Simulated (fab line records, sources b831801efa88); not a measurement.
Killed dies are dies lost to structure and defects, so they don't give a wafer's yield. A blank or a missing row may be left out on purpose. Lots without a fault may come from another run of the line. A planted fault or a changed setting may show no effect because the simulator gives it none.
Chamber matching | flow sky130 | SKY_VIA2_CMP_02 on cmp-01: 4 sister chambers
The step polishes SiO2. 14 wafers are shown with their chamber, then 7 later ones without.

WAFERS WITH THEIR CHAMBER
wafer  | chamber | motor_current_A (A) | slurry_filter_dp_kPa (kPa) | head_pressure_psi (psi)
L188.3 | 0       | 12.2                | 13.51                      | 3.990
L188.5 | 1       | 11.1                | 13.76                      | 4.004
L188.6 | 0       | 13.5                | 13.30                      | 3.992
L187.4 | 0       | 12.5                | 13.45                      | 3.988
L187.5 | 1       | 11.2                | 13.27                      | 3.992
L187.6 | 2       | 9.0                 | 13.25                      | 4.003
L197.2 | 3       | 12.0                | 13.25                      | 3.989
L197.3 | 1       | 10.7                | 13.77                      | 4.014
L197.6 | 1       | 11.5                | 13.61                      | 3.999
L199.3 | 0       | 13.1                | 13.60                      | 3.999
L199.5 | 3       | 12.7                | 13.61                      | 3.993
L199.6 | 0       | 12.6                | 13.67                      | 4.006
L201.2 | 2       | 9.2                 | 13.50                      | 3.996
L201.4 | 3       | 11.7                | 13.71                      | 4.009

SIGNATURES (means of the wafers above)
reading              | chamber 0 | chamber 1 | chamber 2 | chamber 3 | scatter within a chamber
motor_current_A      | 12.780    | 11.125    | 9.100     | 12.133    | 0.441
slurry_filter_dp_kPa | 13.5060   | 13.6025   | 13.3750   | 13.5233   | 0.198
head_pressure_psi    | 3.99500   | 4.00225   | 3.99950   | 3.99700   | 0.00852
Rule: a wafer's distance from a chamber is the root of the sum, over the readings, of the square of ((its reading less the chamber's mean) divided by the reading's scatter). The wafer belongs to the nearest chamber; if the next one is less than 2 further off, it can't be placed. The scatter: the root of (the sum of the squares of (reading less its chamber's mean) over the shown wafers, divided by (wafers less chambers)).

WAFERS WITHOUT THEIR CHAMBER
wafer  | motor_current_A (A) | slurry_filter_dp_kPa (kPa) | head_pressure_psi (psi)
L201.5 | 13.1                | 13.46                      | 4.014
L204.3 | 9.9                 | 13.33                      | 4.002
L204.4 | 10.8                | 13.34                      | 3.993
L204.6 | 9.6                 | 13.44                      | 3.997
L208.3 | 12.7                | 13.41                      | 4.008
L208.4 | 11.6                | 13.61                      | 4.011
L208.5 | 12.4                | 13.45                      | 4.006

WHICH CHAMBER EACH WENT THROUGH
wafer  | from the rows above          | in truth
L201.5 | can't be placed: 0 or 3      | 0
L204.3 | can't be placed: 2 or 1      | 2
L204.4 | can't be placed: 1 or 3      | 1
L204.6 | 2                            | 2
L208.3 | can't be placed: 0 or 3      | 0
L208.4 | can't be placed: 1 or 3 or 0 | 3
L208.5 | can't be placed: 3 or 0 or 1 | 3
Placed correctly: 1 of 7. Can't be placed from these rows: 6 (the true chamber is among the candidates in 6). Placed wrongly: 0.
